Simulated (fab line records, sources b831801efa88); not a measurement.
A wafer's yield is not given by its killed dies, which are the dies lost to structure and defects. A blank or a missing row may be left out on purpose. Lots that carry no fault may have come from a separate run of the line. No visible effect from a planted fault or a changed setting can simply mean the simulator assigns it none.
One fault through the eyes of 2 desks | flow gf180mcu | each desk holds nothing but its own numbers, with what lay behind them at the end

## FROM THE METROLOGY DESK
Means of the sampled wafers that have a number, per lot and without regard to the tool the lot ran on: this is what the gauges read. Any lot whose mean is over 4 standard deviations away from the usual mean is out of limits and marked OUT; that distance is given in the brackets.
Columns: A = VT_IMPLANT_TW at GF_VT_IMPLANT_TW_MEAS_10, usual 565; B = VT_IMPLANT_4_TW at GF_VT_IMPLANT_TW_MEAS_43, usual 692; C = POLY_GATE_CVD_00_THK at GF_POLY_GATE_THK_MEAS_01, usual 200.1 nm
lot  | first seen here | A   | B   | C
L406 | day 5 21:08     | 570 | 703 | 199.9
L408 | day 6 08:58     | 560 | 701 | 205.0
L410 | day 6 23:34     | 568 | 689 | 204.0
L411 | day 7 05:31     | 563 | 698 | 199.5
L413 | day 7 16:37     | 562 | 698 | 200.6
L414 | day 7 23:31     | 574 | 692 | 198.1
L416 | day 8 11:26     | 559 | 672 | 198.3
L418 | day 8 23:22     | 569 | 695 | 200.7
L423 | day 10 01:26    | 570 | 689 | 200.9
L425 | day 10 22:14    | 574 | 694 | 199.5
L426 | day 11 04:23    | 572 | 697 | 200.1
L427 | day 11 05:56    | 564 | 685 | 197.4
L428 | day 11 13:34    | 564 | 685 | 201.2
This desk's verdict: no lot among the 13 shows anything out of limits.

## DESK OF THE TOOL OWNER: implanter-04
The tool's own readings at GF_VT_IMPLANT_IMPLANT_41, given as means over the sampled wafers that have a number, one for each lot that went through this tool. Any lot whose mean is over 4 standard deviations away from the usual mean is out of limits and marked OUT; that distance is given in the brackets.
Columns: A = dose ions cm2 at GF_VT_IMPLANT_IMPLANT_41, usual 1.013e+12
lot  | first seen here | A
L411 | day 9 07:05     | 1.013e+12
L414 | day 10 02:22    | 1.014e+12
L416 | day 10 16:06    | 1.014e+12
L427 | day 13 16:26    | 1.014e+12
L428 | day 13 23:15    | 1.014e+12
This desk's verdict: no lot among the 5 shows anything out of limits.

## ALL TOGETHER
From the metrology desk's view, nothing was out of limits.
Nothing out of limits was seen by the tool owner's desk.

## WHAT THE SIMULATOR HAD INSERTED
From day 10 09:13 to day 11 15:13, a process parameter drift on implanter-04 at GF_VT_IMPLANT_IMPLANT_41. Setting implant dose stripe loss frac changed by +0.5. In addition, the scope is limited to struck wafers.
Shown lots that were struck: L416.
